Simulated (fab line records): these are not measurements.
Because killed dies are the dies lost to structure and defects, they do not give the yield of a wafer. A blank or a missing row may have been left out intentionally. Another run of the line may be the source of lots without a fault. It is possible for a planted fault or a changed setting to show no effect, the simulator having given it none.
Chamber matching ; flow sky130 ; 4 sister chambers for SKY_VIA2_CMP_02 on cmp-01
The step polishes SiO2. 4 wafers are shown with their chamber, then 9 later ones without.

WAFERS WITH THEIR CHAMBER
wafer;chamber;motorCurrentA (A)
L853.5;2;10.1
L862.4;3;11.2
L862.5;1;10.9
L862.6;0;12.9

WAFERS WITH NO CHAMBER GIVEN
wafer;motorCurrentA (A)
L863.1;11.1
L863.4;12.7
L863.6;12.7
L865.3;11.2
L865.4;10.6
L865.6;11.4
L866.2;11.5
L866.4;12.9
L866.6;11.1

WHICH CHAMBER EACH WENT THROUGH
wafer;from the rows above;in truth
L863.1;can't be placed: 3 or 1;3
L863.4;0;0
L863.6;0;0
L865.3;can't be placed: 3 or 1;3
L865.4;can't be placed: 1 or 2 or 3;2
L865.6;can't be placed: 3 or 1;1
L866.2;can't be placed: 3 or 1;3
L866.4;0;0
L866.6;can't be placed: 3 or 1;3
Correct placement for 3 of the 9. Not placeable from these rows: 6 (in 6, the candidates include the true chamber). Wrongly placed: 0.
How it was worked out, from the rows above alone: a wafer's distance from a chamber is the root of the sum, over the readings, of the square of ((its reading less the chamber's mean) divided by the reading's scatter). If the next closest chamber is less than 2 further off than the closest, the wafer can't be placed; otherwise it belongs to the closest. Each chamber's mean is taken over the wafers shown for it. The scatter: root of mean squared gap, hidden wafer to nearest shown wafer, with one shown wafer a chamber.
